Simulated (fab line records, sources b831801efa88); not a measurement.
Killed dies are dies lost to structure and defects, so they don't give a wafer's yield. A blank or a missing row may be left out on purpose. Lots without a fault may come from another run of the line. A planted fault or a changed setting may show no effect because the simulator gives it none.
Problem report in the 8D (eight disciplines) form, filled by code | flow sky130 | the parts of the form that need people (team, actions taken, sign-off) are left out

1. THE PROBLEM
developer_temp_C at SKY_CAP2M_DEVELOP_11 reads a mean of 25.33 C on 9 wafers of 3 lots; wafers without a fault read 22.98 C with a standard deviation of 0.098. That is +24 standard deviations from the usual mean.
The step: develop time 60 s.
First seen on wafer L164.1, day 41 05:53, on litho_track-03. The record holds 39 wafers of 13 lots with a number at this step. Rule for "out", or "out of limits": more than 4 standard deviations from the usual mean. The other wafers with a number count as sound.

2. WHAT IT IS AND WHAT IT IS NOT
question                    | is                     | is not
which readings at this step | developer_temp_C       | -
which lots                  | L164, L165, L168       | L153, L154, L155, L156, L159, L161, L173, L174, L175, L176
which wafers of those lots  | all that have a number | -
read on which tools         | litho_track-03         | litho_track-01, litho_track-04
when                        | from day 41 05:53      | up to then (18 sound wafers); but 12 sound wafers of L173, L174, L175, L176 came after

3. SUSPECTS, AND WHAT RULES EACH OUT
Counting: a tool at a process step up to the reading stays a suspect if it ran every lot that is out and no sound lot after the first of them.
- litho_track-03 at SKY_CAP2M_DEVELOP_11 (develop time 60 s): ruled out as a lasting fault. Sound lots L175 ran on it after its first lot that is out, L164 (day 41 05:53).
Left after counting: nothing in the record.

4. THE CAUSE (what the simulator had put in)
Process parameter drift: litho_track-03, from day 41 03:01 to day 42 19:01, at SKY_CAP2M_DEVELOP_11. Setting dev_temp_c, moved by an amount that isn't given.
Counting ruled it out, wrongly.

5. THE CHAIN OF EFFECTS, in route order
Each row: a reading whose mean over the struck wafers that have a number lies more than 3 standard deviations from the usual. Only readings for which the record gives a usual standard deviation are gone through. hours: the time from each lot's start at the first step in this table that gives one to its start at this step, as a median over the lots. sigmas: the change in usual standard deviations.
hours | step                 | reading          | usual   | on struck wafers | change | sigmas
0     | SKY_CAP2M_DEVELOP_11 | developer_temp_C | 22.98 C | 25.33            | +2.35  | +24
The process steps in it:
- SKY_CAP2M_DEVELOP_11: develop time 60 s.

6. WHAT WOULD HAVE CAUGHT IT SOONER
In this record the first reading out of limits was taken at day 41 05:53, 3 hours after the fault began at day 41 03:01.
